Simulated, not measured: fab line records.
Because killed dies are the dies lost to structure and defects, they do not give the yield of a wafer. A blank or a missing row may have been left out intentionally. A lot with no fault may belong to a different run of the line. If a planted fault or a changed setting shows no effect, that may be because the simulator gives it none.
fab line records | flow sky130
[record] lots = 10 wafers = 29 last_day = 50
route steps=708 shown SPACER@306 LI_CONTACT@365 LOCAL_INTERCONNECT@387 PAD_OPEN@708
lots untouched by any fault: they come from a run of this same line in which no faults occurred
start_h: start of the lot's first displayed wafer, in hours after the record's first day | wait_h: hours from the lot's prior step to this one | " repeats the value in the row above | L1.1+2: one row covering several wafers at once | - either no value or no given start | * or withheld: withheld | < > ~ a bound
route shown NAME@n: NAME is a module with steps in the file, n the number in the route of the first one | usual: mean/standard deviation of fault-free wafers | same: alike in all rows | chamber/n: place in a boat | sites: per-site readings | _std_site: standard deviation of those values | _edge_site: mean of outer sites minus mean of inner sites | radius_mm: how far each site lies from the wafer's centre | mask NAME#n: copy n | behind: the tool/chamber that last shaped the wafer | hold: reason for holding the lot/hours on hold/outcome of the hold | device: names the non-switching transistor (n, p or np) | end of line: at the end of the route, the tests of the same wafers | a step with no rows: only its recipe | killed: dies lost to structure and defects at the first sort, not the wafer's yield | map: the dies of a wafer, with x for killed, . for not killed, _ for no die there
set.NAME: setting as actually run; set.NAME@STEP: the setting as run at that earlier step | model.NAME: the simulator's own value behind a step, which no gauge read
the route's steps for a sample of lots (tables are steps, rows are wafers)
services: when a tool's chamber went out of use (start_h, in hours from the record's first day, below 0 if earlier), for how many hours, and the reason
[[steps]]
[step SKY_SPACER_ETCHBACK_02]
[recipe] chemistry = CH3F/O2 target = Si3N4 stop_on = SiO2 source_w = 400 bias_w = 80 pressure_mtorr = 25 ch3f_flow_sccm = 40 O2_flow_sccm = 30 time_s = 46.7 target_depth_a = 450
[usual] chamber_pressure_mTorr = 25.000/0.024 drypump_motor_current_A = 5.7/0.35 oes_product_au = 0.855/0.006 throttle_valve_pct = 10.563/0.0086
// columns lot.wafer tool chamber start_h wait_h chamber_pressure_mTorr drypump_motor_current_A oes_product_au rf_hours_counter_h throttle_valve_pct
L228.2 rie_diel-01 1 520.09 0.0 25.040 5.3 0.861 17 10.580
L228.4 " 3 " " 24.997 5.8 0.862 45 10.551
L228.5 " 2 " " 25.018 5.7 0.861 - 10.573
L229.1 rie_diel-02 0 529.52 0.1 24.981 5.4 0.856 8 10.571
L229.4 " 3 " " 24.994 5.2 0.856 2 10.545
L229.5 " 2 " " 24.969 5.6 0.858 - 10.562
L230.3 rie_diel-01 3 549.48 0.0 24.935 5.7 0.856 46 10.542
L230.4 " 0 " " 25.004 6.6 0.855 2 10.569
L230.6 " 2 " " 25.017 5.7 0.856 - 10.554
L232.1 rie_diel-02 2 561.37 0.1 24.961 5.6 0.872 14 10.566
L232.3 " 3 " " 25.034 5.2 0.864 2 10.560
L241.2 rie_diel-02 0 638.32 0.0 25.001 5.4 0.847 10 10.569
L241.3 " 3 " " 25.027 5.2 0.853 4 10.552
L241.5 " 1 " " 24.932 6.0 0.852 - 10.552
L242.1 rie_diel-02 2 652.88 0.1 25.025 5.5 0.862 15 10.560
L242.4 " 3 " " 25.005 5.2 0.853 4 10.573
L242.5 " 1 " " 24.969 5.9 0.849 - 10.556
L243.1 rie_diel-04 1 655.40 0.1 25.016 5.9 0.844 53 10.575
L243.5 " 2 " " 24.985 5.3 0.854 - 10.550
L243.6 " 3 " " 24.999 6.0 0.847 - 10.552
L244.2 rie_diel-04 2 659.53 0.0 24.962 5.3 0.852 28 10.556
L244.4 " 0 " " 24.982 5.9 0.858 4 10.565
L244.6 " 1 " " 24.996 5.8 0.855 - 10.552
L249.1 rie_diel-04 3 714.12 0.1 25.017 6.1 0.855 2 10.565
L249.4 " 1 " " 25.015 5.9 0.855 0 10.556
L249.5 " 0 " " 25.007 5.9 0.854 - 10.554
L251.1 rie_diel-01 2 723.74 0.1 24.995 5.7 0.855 2 10.567
L251.3 " 1 " " 25.024 5.3 0.852 22 10.575
L251.5 " 1 " " 25.006 5.3 0.857 - 10.575
[step SKY_LI_CONTACT_BOW_MEAS_03]
[recipe] mode = bow
[usual] LI_CONTACT_BOW = 56/6.9
// columns lot.wafer tool chamber start_h wait_h LI_CONTACT_BOW[um]
L228.2 film_metro-04 - 640.86 0.2 53
L228.4 " - " " 59
L228.5 " - " " 51
L229.1 film_metro-02 - 649.72 0.2 54
L229.4 " - " " 49
L229.5 " - " " 63
L230.3 film_metro-03 - 668.16 0.1 51
L230.4 " - " " 57
L230.6 " - " " 60
L232.1 film_metro-02 - 679.21 0.2 53
L232.3 " - " " 58
L241.2 film_metro-04 - 752.46 0.3 53
L241.3 " - " " 70
L241.5 " - " " 61
L242.1 film_metro-02 - 766.10 0.1 56
L242.4 " - " " 50
L242.5 " - " " 62
L243.1 film_metro-03 - 768.66 0.2 54
L243.5 " - " " 62
L243.6 " - " " 52
L244.2 film_metro-02 - 773.57 0.2 61
L244.4 " - " " 72
L244.6 " - " " 69
L249.1 film_metro-04 - 823.09 0.1 39
L249.4 " - " " 39
L249.5 " - " " 58
L251.1 film_metro-02 - 830.78 0.1 47
L251.3 " - " " 54
L251.5 " - " " 48
[step SKY_LOCAL_INTERCONNECT_SPUTTER_00]
[recipe] material = TiN target_thk_nm = 100 temp_c = 300 power_w = 6500 time_s = 83.3 chamber_pressure_pa = 0.4
[usual] throttle_valve_pct = 29.9/0.92
// columns lot.wafer tool chamber start_h wait_h throttle_valve_pct
L228.2 pvd_sputter-02 - 671.73 0.2 30.5
L228.4 " - " " 31.0
L228.5 " - " " 30.6
L229.1 pvd_sputter-02 - 679.50 0.1 30.7
L229.4 " - " " 29.9
L229.5 " - " " 30.9
L230.3 pvd_sputter-04 - 697.84 0.1 29.5
L230.4 " - " " 29.5
L230.6 " - " " 28.7
L232.1 pvd_sputter-02 - 708.76 0.1 28.9
L232.3 " - " " 30.8
L241.2 pvd_sputter-01 - 780.66 0.2 30.0
L241.3 " - " " 27.5
L241.5 " - " " 29.2
L242.1 pvd_sputter-02 - 794.29 0.1 29.8
L242.4 " - " " 30.9
L242.5 " - " " 29.0
L243.1 pvd_sputter-02 - 796.52 0.2 29.9
L243.5 " - " " 28.9
L243.6 " - " " 30.5
L244.2 pvd_sputter-02 - 800.52 0.2 29.4
L244.4 " - " " 29.5
L244.6 " - " " 29.8
L249.1 pvd_sputter-01 - 850.24 0.1 30.0
L249.4 " - " " 28.9
L249.5 " - " " 29.1
L251.1 pvd_sputter-04 - 858.33 0.1 29.3
L251.3 " - " " 28.9
L251.5 " - " " 28.5
[step SKY_LOCAL_INTERCONNECT_RS_MEAS_01]
[recipe] thk_meas_gauge = four-point-probe reads = TiN_of_LOCAL_INTERCONNECT_SPUTTER_00
[usual] LOCAL_INTERCONNECT_TIN_RS = 14.16/0.14
// columns lot.wafer tool chamber start_h wait_h LOCAL_INTERCONNECT_TIN_RS[ohm/sq]
L228.2 film_metro-01 - 671.81 0.1 14.22
L228.4 " - " " 14.10
L228.5 " - " " 14.24
L229.1 film_metro-01 - 679.56 0.0 14.10
L229.4 " - " " 14.08
L229.5 " - " " 14.08
L230.3 film_metro-02 - 697.94 0.1 13.93
L230.4 " - " " 14.08
L230.6 " - " " 14.08
L232.1 film_metro-03 - 708.82 0.0 14.27
L232.3 " - " " 13.19
L241.2 film_metro-01 - 780.74 0.1 14.18
L241.3 " - " " 14.17
L241.5 " - " " 14.25
L242.1 film_metro-03 - 794.35 0.0 14.25
L242.4 " - " " 14.10
L242.5 " - " " 14.25
L243.1 film_metro-03 - 796.59 0.0 14.40
L243.5 " - " " 14.40
L243.6 " - " " 14.44
L244.2 film_metro-03 - 800.61 0.1 14.22
L244.4 " - " " 14.08
L244.6 " - " " 14.10
L249.1 film_metro-02 - 850.31 0.0 13.99
L249.4 " - " " 14.12
L249.5 " - " " 14.14
L251.1 film_metro-02 - 858.39 0.0 14.33
L251.3 " - " " 14.33
L251.5 " - " " 14.24
[step SKY_LOCAL_INTERCONNECT_THK_MEAS_02]
[recipe] thk_meas_gauge = xrf reads = TiN_of_LOCAL_INTERCONNECT_SPUTTER_00
[usual] LOCAL_INTERCONNECT_TIN_THK = 100.6/0.98
// columns lot.wafer tool chamber start_h wait_h LOCAL_INTERCONNECT_TIN_THK[nm]
L228.2 film_metro-01 - 671.92 0.1 99.4
L228.4 " - " " 100.1
L228.5 " - " " 99.7
L229.1 film_metro-01 - 679.68 0.1 100.5
L229.4 " - " " 101.0
L229.5 " - " " 100.2
L230.3 film_metro-02 - 698.04 0.1 102.5
L230.4 " - " " 100.6
L230.6 " - " " 101.2
L232.1 film_metro-03 - 708.94 0.1 100.6
L232.3 " - " " 108.5
L241.2 film_metro-01 - 780.85 0.1 100.1
L241.3 " - " " 100.0
L241.5 " - " " 99.4
L242.1 film_metro-03 - 794.47 0.1 100.1
L242.4 " - " " 101.2
L242.5 " - " " 100.5
L243.1 film_metro-03 - 796.71 0.1 99.4
L243.5 " - " " 99.4
L243.6 " - " " 99.3
L244.2 film_metro-03 - 800.72 0.1 100.5
L244.4 " - " " 101.6
L244.6 " - " " 101.7
L249.1 film_metro-02 - 850.43 0.1 101.7
L249.4 " - " " 100.6
L249.5 " - " " 100.8
L251.1 film_metro-02 - 858.51 0.1 99.0
L251.3 " - " " 99.4
L251.5 " - " " 100.0
[step SKY_LOCAL_INTERCONNECT_ETCH_13]
[recipe] chemistry = N2/H2 target = BARC ion_energy_ev = 200 bias_w = 100 pressure_mtorr = 30 n2_flow_sccm = 100 h2_flow_sccm = 200 icp_w = 500 stop_on = SiO2 time_s = 45.9 target_depth_a = 600
[usual] chamber_pressure_mTorr = 29.997/0.027 drypump_motor_current_A = 6.3/0.35 oes_product_au = 0.855/0.0051 throttle_valve_pct = 13.225/0.0085
// columns lot.wafer tool chamber start_h wait_h chamber_pressure_mTorr drypump_motor_current_A oes_product_au rf_hours_counter_h throttle_valve_pct
L228.2 rie_metal-01 0 699.91 0.0 30.040 5.9 0.853 12 13.231
L228.4 " 0 " " 29.976 5.9 0.853 - 13.222
L228.5 " 1 " " 29.977 6.7 0.847 - 13.229
L229.1 rie_metal-01 1 707.91 0.0 30.034 6.7 0.856 3 13.223
L229.4 " 1 " " 29.983 6.7 0.855 - 13.228
L229.5 " 0 " " 30.025 5.9 0.853 - 13.236
L230.3 rie_metal-03 0 726.73 0.0 30.018 6.1 0.858 - 13.223
L230.4 " 1 " " 29.997 5.7 0.848 - 13.217
L230.6 " 1 " " 29.991 5.7 0.851 - 13.231
L232.1 rie_metal-04 0 737.21 0.0 30.017 6.1 0.856 16 13.218
L232.3 " 1 " " 29.974 6.6 0.854 - 13.213
L241.2 rie_metal-01 1 806.64 0.0 30.012 6.7 0.853 - 13.210
L241.3 " 1 " " 29.979 6.7 0.851 - 13.219
L241.5 " 1 " " 30.038 6.7 0.859 - 13.248
L242.1 rie_metal-04 1 821.16 0.0 29.963 6.6 0.851 8 13.228
L242.4 " 1 " " 30.007 6.7 0.855 - 13.216
L242.5 " 1 " " 30.031 6.6 0.851 - 13.228
L243.1 rie_metal-04 1 823.61 0.0 29.980 6.6 0.849 8 13.208
L243.5 " 1 " " 30.023 6.6 0.862 - 13.214
L243.6 " 0 " " 29.991 6.0 0.853 - 13.224
L244.2 rie_metal-01 0 827.91 0.0 29.999 5.9 0.857 0 13.217
L244.4 " 1 " " 29.982 6.7 0.862 - 13.215
L244.6 " 1 " " 29.980 6.7 0.862 - 13.222
L249.1 rie_metal-01 1 876.67 0.0 29.986 6.7 0.858 10 13.223
L249.4 " 0 " " 29.944 5.9 0.863 - 13.227
L249.5 " 1 " " 30.036 6.7 0.859 - 13.219
L251.1 rie_metal-03 0 885.06 0.0 30.075 6.1 0.847 13 13.231
L251.3 " 0 " " 29.990 6.1 0.850 - 13.224
L251.5 " 1 " " 29.959 5.7 0.852 - 13.219
[step SKY_LOCAL_INTERCONNECT_METAL_ETCH_14]
[recipe] target_depth_nm = 110 stop_on = PSG chemistry = Cl2/BCl3 target = TiN resist_sidewall_deg = 88 pressure_mtorr = 10 icp_w = 900 bias_w = 48.5 Cl2_flow_sccm = 60 bcl3_flow_sccm = 30 time_s = 31.4
[usual] chamber_pressure_mTorr = 9.999/0.0093 drypump_motor_current_A = 6.3/0.35 oes_product_au = 0.942/0.0068 throttle_valve_pct = 21.901/0.01
// columns lot.wafer tool chamber start_h wait_h chamber_pressure_mTorr drypump_motor_current_A oes_product_au rf_hours_counter_h throttle_valve_pct
L228.2 rie_metal-01 0 699.98 0.0 9.998 5.9 0.929 12 21.904
L228.4 " 0 " " 10.006 5.9 0.939 - 21.888
L228.5 " 1 " " 9.991 6.6 0.937 - 21.893
L229.1 rie_metal-01 1 707.97 0.0 9.999 6.7 0.942 3 21.887
L229.4 " 1 " " 10.011 6.7 0.942 - 21.889
L229.5 " 0 " " 10.010 5.9 0.950 - 21.906
L230.3 rie_metal-03 0 726.79 0.0 9.986 6.1 0.947 - 21.904
L230.4 " 1 " " 9.998 5.7 0.946 - 21.896
L230.6 " 1 " " 9.978 5.7 0.952 - 21.906
L232.1 rie_metal-04 0 737.27 0.0 9.992 6.0 0.946 16 21.911
L232.3 " 1 " " 9.994 6.6 0.981 - 21.887
L241.2 rie_metal-01 1 806.76 0.1 10.001 6.7 0.944 - 21.901
L241.3 " 1 " " 9.998 6.6 0.940 - 21.919
L241.5 " 1 " " 9.986 6.7 0.941 - 21.902
L242.1 rie_metal-04 1 821.23 0.0 10.017 6.6 0.941 8 21.922
L242.4 " 1 " " 9.996 6.6 0.949 - 21.890
L242.5 " 1 " " 10.009 6.6 0.941 - 21.886
L243.1 rie_metal-04 1 823.67 0.0 10.014 6.6 0.932 8 21.915
L243.5 " 1 " " 9.993 6.6 0.941 - 21.894
L243.6 " 0 " " 10.001 6.0 0.940 - 21.906
L244.2 rie_metal-01 0 827.98 0.0 9.981 5.9 0.938 0 21.899
L244.4 " 1 " " 9.995 6.7 0.938 - 21.885
L244.6 " 1 " " 10.009 6.7 0.941 - 21.886
L249.1 rie_metal-01 1 876.73 0.0 10.005 6.7 0.949 10 21.905
L249.4 " 0 " " 9.988 5.9 0.942 - 21.903
L249.5 " 1 " " 10.009 6.7 0.946 - 21.896
L251.1 rie_metal-03 0 885.12 0.0 10.018 6.1 0.935 13 21.913
L251.3 " 0 " " 10.015 6.1 0.937 - 21.892
L251.5 " 1 " " 10.008 5.7 0.937 - 21.891
[step SKY_PAD_OPEN_PROBE_99]
[usual] killed_at_M0_to_M3 = 42/7.7 killed_at_M4_up = 3.1/1.9 killed_at_contacts = 24/4.9 killed_at_front_end = 15/4.6 killed_at_other = 0.3/0.51 killed_dies = 85/9.9 killed_open = 47/7.1 killed_short = 38/6.7
[same] gross_dies = 492 killed_at_back_side = 0
// columns lot.wafer tool chamber start_h wait_h killed_at_M0_to_M3 killed_at_M4_up killed_at_contacts killed_at_front_end killed_at_other killed_dies killed_open killed_short
L232.1 prober-01 - 1098.42 0.1 44 3 23 12 0 82 42 39
L242.1 prober-01 - 1159.45 0.1 36 8 32 14 1 91 57 34
L242.4 prober-01 - 1159.60 0.2 31 0 30 24 1 86 42 43
L242.5 prober-01 - 1159.65 0.2 38 5 21 16 0 80 39 41
// killed by level:class
L232.1 VIA1:geometric_particle:open=11 VIA3:geometric_particle:open=11 CONTACT:geometric_particle:open=7 FIELD_ISO:geometric_particle:short=5 CONTACT:geometric_particle:short=5 METAL1:geometric_particle:short=5 LI_CONTACT:geometric_particle:short=4 LI_CONTACT:geometric_particle:open=4
L242.1 CONTACT:geometric_particle:open=12 LI_CONTACT:geometric_particle:open=10 VIA1:geometric_particle:open=8 VIA3:geometric_particle:open=7 POLY_GATE:geometric_particle:short=5 VIA1:geometric_particle:short=5 VIA2:geometric_particle:open=5 LI_CONTACT:geometric_particle:short=4
L242.4 VIA1:geometric_particle:open=8 POLY_GATE:geometric_particle:open=7 LI_CONTACT:geometric_particle:open=7 CONTACT:geometric_particle:open=7 LOCAL_INTERCONNECT:geometric_particle:short=6 CONTACT:geometric_particle:short=6 METAL1:geometric_particle:short=6 FIELD_ISO:geometric_particle:short=4
L242.5 LOCAL_INTERCONNECT:geometric_particle:short=8 METAL2:geometric_particle:short=7 CONTACT:geometric_particle:open=6 METAL1:geometric_particle:short=6 VIA3:geometric_particle:open=6 FIELD_ISO:geometric_particle:open=5 LI_CONTACT:geometric_particle:open=5 VIA2:geometric_particle:open=5
[[services]]
// columns tool chamber start_h hours kind
rie_diel-01 3 504.05 7.6 repair
rie_metal-04 - 520.05 1.5 repair
rie_diel-04 3 536.18 5.7 repair
pvd_sputter-02 - 569.17 3.5 repair
rie_diel-04 - 574.66 0.3 repair
rie_diel-01 - 592.56 0.7 repair
rie_metal-01 1 595.80 3.2 repair
rie_diel-02 2 610.58 3.0 repair
rie_metal-04 1 643.59 5.8 repair
rie_diel-02 - 647.21 0.9 repair
rie_metal-04 - 649.51 28.1 pm
pvd_sputter-02 - 667.68 1.6 repair
rie_diel-04 - 687.82 0.4 repair
rie_metal-04 - 705.80 2.8 pm
rie_diel-01 2 707.07 6.9 repair
pvd_sputter-02 - 722.66 1.8 repair
rie_diel-04 1 724.53 7.1 repair
rie_diel-02 0 725.53 1.5 repair
rie_diel-02 2 733.54 1.7 repair
pvd_sputter-02 - 745.24 4.7 repair
rie_diel-02 0 771.68 15.2 repair
rie_metal-04 - 784.35 0.4 repair
rie_metal-04 - 858.97 14.6 pm
rie_diel-02 - 872.78 1.1 repair
[[key]]
[first_sign] step = SKY_LOCAL_INTERCONNECT_RS_MEAS_01 reading = LOCAL_INTERCONNECT_TIN_RS direction = down sigmas = 6.7 usual = 14.16 struck = 13.19
[effect] step = SKY_LOCAL_INTERCONNECT_THK_MEAS_02 reading = LOCAL_INTERCONNECT_TIN_THK direction = up sigmas = 8.1 usual = 100.6 struck = 108.5
[effect] step = SKY_LOCAL_INTERCONNECT_METAL_ETCH_14 reading = oes_product_au direction = up sigmas = 5.7 usual = 0.942 struck = 0.981
met_at SKY_LOCAL_INTERCONNECT_SPUTTER_00
struck_lots L232
struck_wafers L232.3
tester_left_out L232
not_acting_at SKY_SPACER_ETCHBACK_02,SKY_LI_CONTACT_BOW_MEAS_03,SKY_LOCAL_INTERCONNECT_ETCH_13
onset_between 679.50 708.76
[fault] kind = process_parameter_drift tool = pvd_sputter-02 chamber = - onset_h = 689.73 steps = SKY_LOCAL_INTERCONNECT_SPUTTER_00 channel = time_s offset = * shape = step end_h = 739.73 scope = struck_wafers_only acts_in = * stated = *
// tester_left_out: of these lots the tester's yield and bins aren't shown, on N5 and GAA mostly nor the transistor test; their killed dies are dies lost to structure and defects alone, not to doping, threshold or leakage, so they don't give the yield
